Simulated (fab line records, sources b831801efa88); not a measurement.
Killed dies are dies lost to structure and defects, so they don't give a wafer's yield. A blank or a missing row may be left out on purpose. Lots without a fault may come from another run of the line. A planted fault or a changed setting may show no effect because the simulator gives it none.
Chamber matching | flow gf180mcu | GF_V2_CMP_04 on cmp-02: 4 sister chambers
The step polishes SiO2. 14 wafers are shown with their chamber, then 7 later ones without.

WAFERS WITH THEIR CHAMBER
wafer  | chamber | motor_current_A (A) | slurry_flow_ml_min | time_to_endpoint_s (s)
L803.1 | 1       | 13.7                | 150.7              | 82
L803.2 | 3       | 12.6                | 149.8              | 73
L803.6 | 3       | 12.4                | 150.1              | 83
L804.1 | 1       | 13.7                | 150.4              | 78
L804.2 | 3       | 12.6                | 149.6              | 73
L804.3 | 0       | 11.4                | 150.4              | 67
L807.2 | 3       | 12.0                | 149.2              | 75
L807.3 | 1       | 14.0                | 150.2              | 66
L807.6 | 1       | 14.2                | 149.9              | 74
L815.2 | 3       | 12.1                | 150.4              | 76
L815.4 | 0       | 11.4                | 149.1              | 78
L815.5 | 0       | 11.3                | 149.9              | 79
L819.4 | 0       | 11.1                | 149.8              | 69
L819.5 | 2       | 11.9                | 149.4              | 81

SIGNATURES (means of the wafers above)
reading            | chamber 0 | chamber 1 | chamber 2 | chamber 3 | scatter within a chamber
motor_current_A    | 11.300    | 13.900    | 11.900    | 12.340    | 0.235
slurry_flow_ml_min | 149.800   | 150.300   | 149.400   | 149.820   | 0.453
time_to_endpoint_s | 73.25     | 75.00     | 81.00     | 76.00     | 5.66
Rule: a wafer's distance from a chamber is the root of the sum, over the readings, of the square of ((its reading less the chamber's mean) divided by the reading's scatter). The wafer belongs to the nearest chamber; if the next one is less than 2 further off, it can't be placed. The scatter: the root of (the sum of the squares of (reading less its chamber's mean) over the shown wafers, divided by (wafers less chambers)).

WAFERS WITHOUT THEIR CHAMBER
wafer  | motor_current_A (A) | slurry_flow_ml_min | time_to_endpoint_s (s)
L819.6 | 14.1                | 149.7              | 77
L821.2 | 10.6                | 149.7              | 81
L821.3 | 11.8                | 149.4              | 78
L821.4 | 12.1                | 149.6              | 88
L823.2 | 11.3                | 149.6              | 91
L823.5 | 13.4                | 150.0              | 90
L823.6 | 11.1                | 149.9              | 75

WHICH CHAMBER EACH WENT THROUGH
wafer  | from the rows above          | in truth
L819.6 | 1                            | 1
L821.2 | 0                            | 0
L821.3 | can't be placed: 2 or 0 or 3 | 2
L821.4 | can't be placed: 2 or 3      | 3
L823.2 | can't be placed: 2 or 0      | 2
L823.5 | can't be placed: 1 or 3      | 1
L823.6 | 0                            | 0
Placed correctly: 3 of 7. Can't be placed from these rows: 4 (the true chamber is among the candidates in 4). Placed wrongly: 0.
